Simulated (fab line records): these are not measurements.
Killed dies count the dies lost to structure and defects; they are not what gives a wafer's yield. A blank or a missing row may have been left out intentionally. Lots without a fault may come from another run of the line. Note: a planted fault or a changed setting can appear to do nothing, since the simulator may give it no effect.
8D (eight disciplines) problem report, filled in by code -- flow gf180mcu -- the parts of the form that need people (team, actions taken, sign-off) are left out

1. WHAT WENT WRONG
At GF_V1_CVD_23, chamber pressure Torr averages 36.52 Torr over 9 wafers from 3 lots, while fault-free wafers read 40.01 Torr, standard deviation 0.087. That is -40 standard deviations from the usual mean.
The step: deposits W, target thk 350 nm, time 105.05 s.
The first sign was on wafer L198.2 at day 22 04:55, on cvd w-01. The record has a number at this step for 42 wafers belonging to 14 lots. Rule for "out", or "out of limits": more than 4 standard deviations from the usual mean. All remaining wafers that have a number are taken as sound.

2. WHAT IT IS, WHAT IT ISN'T
question,is,is not
which readings at this step,chamber pressure Torr,"heater power outer w, heater power w"
which lots,"L198, L199, L200","L188, L189, L190, L191, L192, L194, L195, L197, L201, L209, L210"
which wafers of those lots,all that have a number,-
read on which tools,cvd w-01,cvd w-02
when,from day 22 04:55,"up to then (24 sound wafers); but 9 sound wafers of L201, L209, L210 came after"

3. WHAT RULES OUT EACH SUSPECT
Counting: a tool at a process step up to the reading stays a suspect if it ran every lot that is out and no sound lot after the first of them.
- pvd sputter-04 at GF_M1_SPUTTER_01 (material TiN, target thk 30 nm, time 25 s): ruled out as a lasting fault. Sound lots L210 ran on it after its first lot that is out, L198 (day 20 03:32).
- cvd w-01 at GF_V1_CVD_23 (deposits W, target thk 350 nm, time 105.05 s): ruled out as a lasting fault. Sound lots L209, L210 ran on it after its first lot that is out, L198 (day 22 04:55).
Left after counting: nothing in the record.

4. THE CAUSE (what the simulator had put in)
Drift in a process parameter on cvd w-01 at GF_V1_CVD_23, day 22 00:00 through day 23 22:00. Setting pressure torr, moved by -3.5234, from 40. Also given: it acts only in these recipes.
Counting ruled it out, wrongly.

5. SEQUENCE OF EFFECTS, ordered by route
Each row: a reading where the mean over the struck wafers with a number is more than 3 standard deviations away from the usual. Only readings for which the record gives a usual standard deviation are gone through. hours: the time from each lot's start at the first step in this table that gives one to its start at this step, as a median over the lots. sigmas: the change in usual standard deviations.
hours,step,reading,usual,on struck wafers,change,sigmas
0,GF_V1_CVD_23,chamber pressure Torr,40.01 Torr,36.52,-3.49,-40
It contains these process steps:
- GF_V1_CVD_23: deposits W, target thk 350 nm, time 105.05 s.

6. HOW IT WOULD HAVE BEEN CAUGHT EARLIER
In this record the first reading out of limits was taken at day 22 04:55, 5 hours after the fault began at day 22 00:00.
